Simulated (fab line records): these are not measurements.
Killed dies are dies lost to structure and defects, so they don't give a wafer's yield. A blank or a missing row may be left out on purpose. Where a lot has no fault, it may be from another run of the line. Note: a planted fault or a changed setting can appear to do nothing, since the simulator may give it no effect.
fab line records	flow sky130
[record] lots = 14	wafers = 42	last-day = 50
route steps=708 shown CONTACT@411 VIA1@458
lots with no fault: from the same line, run without faults
start-h: hours from the record's first day to the start of the lot's first wafer shown	wait-h: hours from the lot's prior step to this one	" identical to the entry in the row above	L1.1+2: one row covering several wafers at once	- no value, or no start given	* or withheld: withheld	< > ~ a bound
route shown NAME@n: a module of which the file shows steps, and the number in the route of the first	usual: mean and standard deviation over wafers with no fault	same: alike in all rows	chamber/n: place in a boat	sites: each site's reading	_std_site: how widely they spread, as a standard deviation	_edge_site: outer sites' mean less inner sites'	radius-mm: for every site, how far away it sits from the centre of the wafer	mask NAME#n: copy n	behind: the tool/chamber that last shaped the wafer	hold: what put the lot on hold/how long, in hours/how the hold closed	device: the transistor (n, p or np) that didn't switch	end of line: tests run on the same wafers once the route is complete	for a step that has no rows: nothing shown but its recipe	killed: the dies lost at the first sort to structure and to defects; this is not the yield of the wafer	map: the dies of a wafer, with x for killed, . for not killed, _ for no die there
set.NAME: the setting the step ran with; set.NAME@STEP: the setting that earlier step ran with	model.NAME: the simulator's own value behind a step, which no gauge read
the route's steps for a sample of lots (tables are steps, rows are wafers)
services: from which hour (start-h, from the record's first day; less than 0 if before it) a tool's chamber was out of use, for how many hours, and why
[[steps]]
[step SKY_CONTACT_BOW_MEAS_05]
[recipe] mode = bow
[usual] CONTACT_BOW = 83/6.8
lot.wafer	tool	chamber	start-h	wait-h	CONTACT_BOW[um]
L407.2	film-metro-03	-	703.25	0.3	86
L407.3	"	-	"	"	79
L407.4	"	-	"	"	85
L408.3	film-metro-04	-	706.76	0.2	78
L408.5	"	-	"	"	83
L408.6	"	-	"	"	78
L414.3	film-metro-02	-	763.38	0.2	76
L414.4	"	-	"	"	77
L414.6	"	-	"	"	71
L415.2	film-metro-02	-	772.29	0.2	93
L415.4	"	-	"	"	93
L415.5	"	-	"	"	82
L416.4	film-metro-03	-	805.65	0.3	82
L416.5	"	-	"	"	77
L416.6	"	-	"	"	105
L417.4	film-metro-04	-	806.74	0.3	83
L417.5	"	-	"	"	84
L417.6	"	-	"	"	80
L419.3	film-metro-03	-	809.14	0.3	83
L419.4	"	-	"	"	90
L419.5	"	-	"	"	91
L420.1	film-metro-03	-	811.71	0.1	86
L420.3	"	-	"	"	92
L420.5	"	-	"	"	84
L422.2	film-metro-03	-	818.15	0.3	86
L422.4	"	-	"	"	74
L422.6	"	-	"	"	85
L423.1	film-metro-02	-	828.74	0.1	68
L423.4	"	-	"	"	87
L423.5	"	-	"	"	85
L427.3	film-metro-04	-	853.55	0.2	79
L427.4	"	-	"	"	89
L427.5	"	-	"	"	84
L426.2	film-metro-03	-	857.74	0.1	74
L426.4	"	-	"	"	78
L426.6	"	-	"	"	81
L428.1	film-metro-03	-	859.34	0.2	86
L428.2	"	-	"	"	81
L428.3	"	-	"	"	87
L429.1	film-metro-02	-	874.31	0.2	80
L429.2	"	-	"	"	82
L429.5	"	-	"	"	68
[step SKY_VIA1_HDPCVD_00]
[recipe] material = SiO2	target-thk-nm = 1030	sigma-open-frac = 0.3	time-s = 171.7	temp-c = 400	sih4-flow-sccm = 60	pressure-mtorr = 6
lot.wafer	tool	chamber	start-h	wait-h
L407.2+3+4	hdpcvd-01	0,2,0	762.12	0.0
L408.3+5+6	hdpcvd-01	0,1,2	763.85	0.0
L414.3+4+6	hdpcvd-02	0,1,0	820.91	0.0
L415.2+4+5	hdpcvd-02	0,2,1	828.10	0.0
L416.4+5+6	hdpcvd-01	0,1,2	861.15	0.1
L417.4+5+6	hdpcvd-02	0,2,1	861.50	0.1
L419.3+4+5	hdpcvd-01	1,1,2	864.19	0.0
L420.1+3+5	hdpcvd-01	2,1,1	867.05	0.0
L422.2+4+6	hdpcvd-01	0,2,0	873.14	0.0
L423.1+4+5	hdpcvd-02	2,2,0	884.05	0.0
L427.3+4+5	hdpcvd-01	1,0,1	908.27	0.0
L426.2+4+6	hdpcvd-01	1,1,2	912.44	0.0
L428.1+2+3	hdpcvd-02	0,2,1	913.34	0.0
L429.1+2+5	hdpcvd-01	0,2,0	926.49	0.0
[step SKY_VIA1_THK_MEAS_01]
[recipe] reads = SiO2_of_VIA1_HDPCVD_00
[usual] VIA1_HDPCVD_THK = 1031/11
lot.wafer	tool	chamber	start-h	wait-h	VIA1_HDPCVD_THK[nm]
L407.2	film-metro-04	-	762.25	0.1	1027
L407.3	"	-	"	"	1031
L407.4	"	-	"	"	1035
L408.3	film-metro-04	-	763.98	0.1	1031
L408.5	"	-	"	"	1051
L408.6	"	-	"	"	1021
L414.3	film-metro-03	-	821.04	0.1	1031
L414.4	"	-	"	"	1021
L414.6	"	-	"	"	1027
L415.2	film-metro-01	-	828.22	0.1	1030
L415.4	"	-	"	"	1039
L415.5	"	-	"	"	1008
L416.4	film-metro-03	-	861.23	0.0	1017
L416.5	"	-	"	"	1021
L416.6	"	-	"	"	1030
L417.4	film-metro-04	-	861.58	0.0	1054
L417.5	"	-	"	"	1037
L417.6	"	-	"	"	1037
L419.3	film-metro-03	-	864.32	0.1	1014
L419.4	"	-	"	"	1021
L419.5	"	-	"	"	1027
L420.1	film-metro-04	-	867.16	0.1	1031
L420.3	"	-	"	"	1021
L420.5	"	-	"	"	1028
L422.2	film-metro-04	-	873.26	0.1	1022
L422.4	"	-	"	"	1031
L422.6	"	-	"	"	1034
L423.1	film-metro-04	-	884.16	0.1	1021
L423.4	"	-	"	"	1032
L423.5	"	-	"	"	1034
L427.3	film-metro-03	-	908.40	0.1	1511
L427.4	"	-	"	"	1514
L427.5	"	-	"	"	1510
L426.2	film-metro-03	-	912.56	0.1	1511
L426.4	"	-	"	"	1511
L426.6	"	-	"	"	1514
L428.1	film-metro-04	-	913.45	0.1	1025
L428.2	"	-	"	"	1026
L428.3	"	-	"	"	1020
L429.1	film-metro-04	-	926.60	0.1	1486
L429.2	"	-	"	"	1506
L429.5	"	-	"	"	1501
[step SKY_VIA1_SOFTBAKE_08]
[recipe] temp-c = 100	time-s = 93.25	resist = KrF-thick
[usual] plate-sensor-t-centre-C = 100.88/0.01	plate-sensor-t-edge-C = 100.95/0.011
lot.wafer	tool	chamber	start-h	wait-h	plate-sensor-t-centre-C	plate-sensor-t-edge-C
L407.2	litho-track-01	0	-	-	100.88	100.97
L407.3	"	0	"	"	100.89	100.95
L407.4	"	0	"	"	100.89	100.96
L408.3	litho-track-04	0	-	-	100.88	100.93
L408.5	"	0	"	"	100.88	100.94
L408.6	"	0	"	"	100.88	100.98
L414.3	litho-track-01	0	-	-	100.89	100.97
L414.4	"	0	"	"	100.89	100.97
L414.6	"	0	"	"	100.9	100.94
L415.2	litho-track-02	0	-	-	100.87	100.95
L415.4	"	0	"	"	100.88	100.95
L415.5	"	0	"	"	100.87	100.94
L416.4	litho-track-02	0	-	-	100.86	100.95
L416.5	"	0	"	"	100.87	100.93
L416.6	"	0	"	"	100.87	100.96
L417.4	litho-track-04	0	-	-	100.88	100.97
L417.5	"	0	"	"	100.89	100.96
L417.6	"	0	"	"	100.88	100.95
L419.3	litho-track-04	0	-	-	100.87	100.96
L419.4	"	0	"	"	100.88	100.95
L419.5	"	0	"	"	100.89	100.98
L420.1	litho-track-01	0	-	-	100.9	100.96
L420.3	"	0	"	"	100.89	100.95
L420.5	"	0	"	"	100.88	100.95
L422.2	litho-track-01	0	-	-	100.88	100.95
L422.4	"	0	"	"	100.88	100.95
L422.6	"	0	"	"	100.88	100.97
L423.1	litho-track-01	0	-	-	100.88	100.95
L423.4	"	0	"	"	100.88	100.95
L423.5	"	0	"	"	100.88	100.96
L427.3	litho-track-04	0	-	-	100.88	100.95
L427.4	"	0	"	"	100.88	100.94
L427.5	"	0	"	"	100.88	100.95
L426.2	litho-track-02	0	-	-	100.87	100.97
L426.4	"	0	"	"	100.89	100.95
L426.6	"	0	"	"	100.89	100.97
L428.1	litho-track-04	0	-	-	100.88	100.94
L428.2	"	0	"	"	100.9	100.97
L428.3	"	0	"	"	100.89	100.96
L429.1	litho-track-04	0	-	-	100.87	100.95
L429.2	"	0	"	"	100.89	100.96
L429.5	"	0	"	"	100.9	100.96
[step SKY_VIA1_RS_MEAS_22]
[recipe] thk-meas-gauge = four-point-probe	reads = W_of_VIA1_CVD_21+TiN_of_VIA1_SPUTTER_20
[usual] VIA1_W_RS = 0.425/0.0079
lot.wafer	tool	chamber	start-h	wait-h	VIA1_W_RS[ohm/sq]
L407.2	film-metro-03	-	791.17	0.1	0.429
L407.3	"	-	"	"	0.428
L407.4	"	-	"	"	0.430
L408.3	film-metro-01	-	793.14	0.1	0.429
L408.5	"	-	"	"	0.424
L408.6	"	-	"	"	0.428
L414.3	film-metro-04	-	849.66	0.1	0.428
L414.4	"	-	"	"	0.417
L414.6	"	-	"	"	0.433
L415.2	film-metro-01	-	855.61	0.1	0.418
L415.4	"	-	"	"	0.420
L415.5	"	-	"	"	0.423
L416.4	film-metro-04	-	889.52	0.1	0.422
L416.5	"	-	"	"	0.413
L416.6	"	-	"	"	0.420
L417.4	film-metro-03	-	889.87	0.1	0.435
L417.5	"	-	"	"	0.435
L417.6	"	-	"	"	0.419
L419.3	film-metro-03	-	891.75	0.1	0.425
L419.4	"	-	"	"	0.415
L419.5	"	-	"	"	0.416
L420.1	film-metro-04	-	895.05	0.1	0.411
L420.3	"	-	"	"	0.413
L420.5	"	-	"	"	0.414
L422.2	film-metro-03	-	899.80	0.1	0.423
L422.4	"	-	"	"	0.419
L422.6	"	-	"	"	0.415
L423.1	film-metro-01	-	910.88	0.1	0.440
L423.4	"	-	"	"	0.423
L423.5	"	-	"	"	0.421
L427.3	film-metro-04	-	934.75	0.1	0.435
L427.4	"	-	"	"	0.432
L427.5	"	-	"	"	0.426
L426.2	film-metro-03	-	938.31	0.1	0.420
L426.4	"	-	"	"	0.425
L426.6	"	-	"	"	0.428
L428.1	film-metro-04	-	939.32	0.1	0.427
L428.2	"	-	"	"	0.442
L428.3	"	-	"	"	0.430
L429.1	film-metro-04	-	951.80	0.1	0.426
L429.2	"	-	"	"	0.425
L429.5	"	-	"	"	0.419
[[services]]
tool	chamber	start-h	hours	kind
hdpcvd-02	-	843.49	14.6	pm
hdpcvd-02	-	910.84	0.8	repair
[[key]]
[first-sign] step = SKY_VIA1_THK_MEAS_01	reading = VIA1_HDPCVD_THK	direction = up	sigmas = 43	usual = 1031	struck = 1507
effect none on later readings
met-at SKY_VIA1_HDPCVD_00
struck-lots L426,L427,L429
tester-left-out L426,L429
not-acting-at SKY_CONTACT_BOW_MEAS_05,SKY_VIA1_SOFTBAKE_08,SKY_VIA1_RS_MEAS_22
onset-between 873.14 908.27
[earlier-fault] kind = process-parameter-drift	tool = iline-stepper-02	chamber = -	onset-h = 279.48	steps = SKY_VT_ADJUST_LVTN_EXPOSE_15	channel = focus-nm	offset = 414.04	spread-by-wafer = 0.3	shape = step	end-h = 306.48
[fault] kind = process-parameter-drift	tool = hdpcvd-01	chamber = -	onset-h = 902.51	steps = SKY_VIA1_HDPCVD_00	channel = target-thk-nm	offset = 477.83	shape = step	end-h = 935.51	acts-in = these-recipes-only	stated = 1030
// tester-left-out: of these lots the tester's yield and bins aren't shown, on N5 and GAA mostly nor the transistor test; their killed dies are dies lost to structure and defects alone, not to doping, threshold or leakage, so they don't give the yield
